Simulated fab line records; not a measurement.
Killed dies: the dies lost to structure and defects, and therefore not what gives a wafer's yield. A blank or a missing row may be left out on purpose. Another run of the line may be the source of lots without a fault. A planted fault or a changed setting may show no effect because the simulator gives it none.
Which of the tools did it? | flow gf180mcu | Sampling: 15 lots, 45 wafers, 4 of 602 route steps

WHAT EACH GAUGE READ, for each wafer
GF_STI_THK_MEAS_24.
lot  | measured    | on            | STI_CVD_23_THK (nm)
L574 | day 2 03:59 | film metro-02 | 658 646 649
L575 | day 2 09:06 | film metro-03 | 655 629 644
L577 | day 2 19:15 | film metro-02 | 653 644 646
L578 | day 3 00:47 | film metro-03 | 639 653 654
L579 | day 3 04:49 | film metro-02 | 652 662 646
L586 | day 4 20:16 | film metro-03 | 658 640 660
L587 | day 5 00:11 | film metro-03 | 647 635 656
L588 | day 5 03:38 | film metro-02 | 656 644 660
L590 | day 5 13:24 | film metro-02 | 659 650 652
L591 | day 5 19:19 | film metro-01 | 645 642 639
L592 | day 6 00:08 | film metro-01 | 655 651 643
L593 | day 6 05:41 | film metro-01 | 660 656 661
L594 | day 6 10:53 | film metro-02 | 660 643 645
L596 | day 6 20:59 | film metro-03 | 652 657 656
L597 | day 7 02:20 | film metro-01 | 641 656 641

GF_VT_IMPLANT_OVL_MEAS_18.
lot  | measured     | on         | VT_IMPLANT_01_OVL (nm)
L574 | day 6 07:49  | overlay-02 | 1.1 1.4 1.4
L575 | day 6 13:08  | overlay-02 | 2.0 3.2 2.8
L577 | day 7 01:09  | overlay-01 | 0.6 3.0 2.1
L578 | day 7 08:37  | overlay-01 | 2.4 3.8 2.1
L579 | day 7 13:10  | overlay-01 | 1.8 1.5 2.2
L586 | day 9 15:29  | overlay-01 | -0.1 1.3 0.9
L587 | day 9 16:35  | overlay-01 | 1.4 0.7 1.2
L588 | day 9 22:20  | overlay-01 | 1.0 2.4 2.1
L590 | day 10 10:26 | overlay-02 | 2.3 1.3 2.5
L591 | day 10 17:10 | overlay-02 | 0.0 -0.2 1.8
L592 | day 11 00:11 | overlay-01 | -0.8 0.9 2.9
L593 | day 11 06:04 | overlay-01 | 0.1 -0.6 1.6
L594 | day 11 13:08 | overlay-01 | 0.7 1.5 0.6
L596 | day 12 01:26 | overlay-02 | 2.6 1.5 -2.6
L597 | day 12 05:43 | overlay-02 | 2.2 0.5 1.7

GF_PSD_CD_MEAS_07 targets a cd of 400 nm.
lot  | measured     | on        | cd nm (nm)
L574 | day 14 04:54 | cd sem-02 | 396.1 396.2 397.8
L575 | day 14 10:11 | cd sem-01 | 400.3 401.8 400.2
L577 | day 15 08:01 | cd sem-01 | 399.9 399.1 398.3
L578 | day 15 16:25 | cd sem-01 | 400.0 402.6 402.8
L579 | day 16 01:37 | cd sem-02 | 397.7 400.3 397.9
L586 | day 18 20:08 | cd sem-02 | 402.0 401.8 403.1
L587 | day 18 21:38 | cd sem-02 | 403.7 404.0 403.1
L588 | day 19 05:23 | cd sem-02 | 403.7 405.9 402.1
L590 | day 19 22:56 | cd sem-01 | 402.2 402.8 402.1
L591 | day 20 07:34 | cd sem-02 | 399.3 399.8 397.2
L592 | day 20 19:01 | cd sem-02 | 398.5 397.3 396.9
L593 | day 21 06:10 | cd sem-01 | 398.9 399.2 399.5
L594 | day 21 09:47 | cd sem-01 | 400.5 398.9 400.6
L596 | day 22 02:52 | cd sem-01 | 404.8 405.1 404.0
L597 | day 22 04:11 | cd sem-02 | 401.2 401.4 403.2

WHICH TOOL RAN EACH LOT (tool, then ch and the chambers of the sampled wafers, then the start)
lot  | GF_VT_IMPLANT_CLEAN_44
L574 | wet bench-02 ch 1, day 7 14:32
L575 | wet bench-02 ch 3, day 7 20:50
L577 | wet bench-02 ch 1, day 8 09:19
L578 | wet bench-04 ch 1, day 8 16:44
L579 | wet bench-04 ch 3, day 8 22:49
L586 | wet bench-02 ch 1, day 11 03:02
L587 | wet bench-03 ch 2, day 11 05:32
L588 | wet bench-03 ch 2, day 11 10:44
L590 | wet bench-02 ch 2, day 11 23:49
L591 | wet bench-02 ch 1, day 12 06:43
L592 | wet bench-03 ch 3, day 12 14:56
L593 | wet bench-04 ch 3, day 12 20:55
L594 | wet bench-02 ch 2, day 13 04:10
L596 | wet bench-04 ch 1, day 13 16:49
L597 | wet bench-02 ch 0, day 13 21:34
- GF_VT_IMPLANT_CLEAN_44: cleans in SC1/SC2, time 150 s.

AS READ BY THE TOOLS THEMSELVES (means over the sampled wafers that have a number; for cases with no such wafer, the mark the record gives instead)
GF_VT_IMPLANT_CLEAN_44.
lot  | tool         | bath guard temp C (C) | bath heat duty pct (%)
L574 | wet bench-02 | 69.8                  | 11.4
L575 | wet bench-02 | 70.9                  | 14.5
L577 | wet bench-02 | 69.8                  | 11.6
L578 | wet bench-04 | 69.8                  | 15.3
L579 | wet bench-04 | 70.4                  | 13.2
L586 | wet bench-02 | -                     | -
L587 | wet bench-03 | -                     | -
L588 | wet bench-03 | -                     | -
L590 | wet bench-02 | 70.2                  | 14.2
L591 | wet bench-02 | 69.6                  | 11.9
L592 | wet bench-03 | 70.4                  | 14.1
L593 | wet bench-04 | 70.4                  | 13.1
L594 | wet bench-02 | 70.0                  | 14.9
L596 | wet bench-04 | 69.6                  | 13.9
L597 | wet bench-02 | 69.5                  | 11.8

THE ANSWER, worked out from the rows above alone
Rule: the lots themselves supply what counts as usual. The widest of any qualifying gaps counts: lots, ordered by their means at a reading, are off when they make up no more than a third of the lots, leave a main group of 4 or more, and stand apart from it by 3 or more times the standard deviation of that group's means. A main group is skipped when, at the precision printed for the reading in the tables above, its means are all equal. Also off: a lot with no number at a reading for which 4 or more lots have one. Where the step has rows for the other lots, those lots are counted as sound. First the gauges in route order, then the tools' own readings, where a lot's mean is used as printed above. The first step at which some lot is off is used, and at that step the reading that is off furthest; a lot without a number counts as furthest.
Off: L586, L587, L588, at GF_VT_IMPLANT_CLEAN_44 (bath guard temp C). Without a number there: L586, L587, L588. The main group: mean 70.0 C, standard deviation 0.41.
A tool fits if, at that step or a process step before it, it ran every lot that is off, and no sound lot after the first of them. None of those tried fits.

WHAT WAS PUT IN BY THE SIMULATOR
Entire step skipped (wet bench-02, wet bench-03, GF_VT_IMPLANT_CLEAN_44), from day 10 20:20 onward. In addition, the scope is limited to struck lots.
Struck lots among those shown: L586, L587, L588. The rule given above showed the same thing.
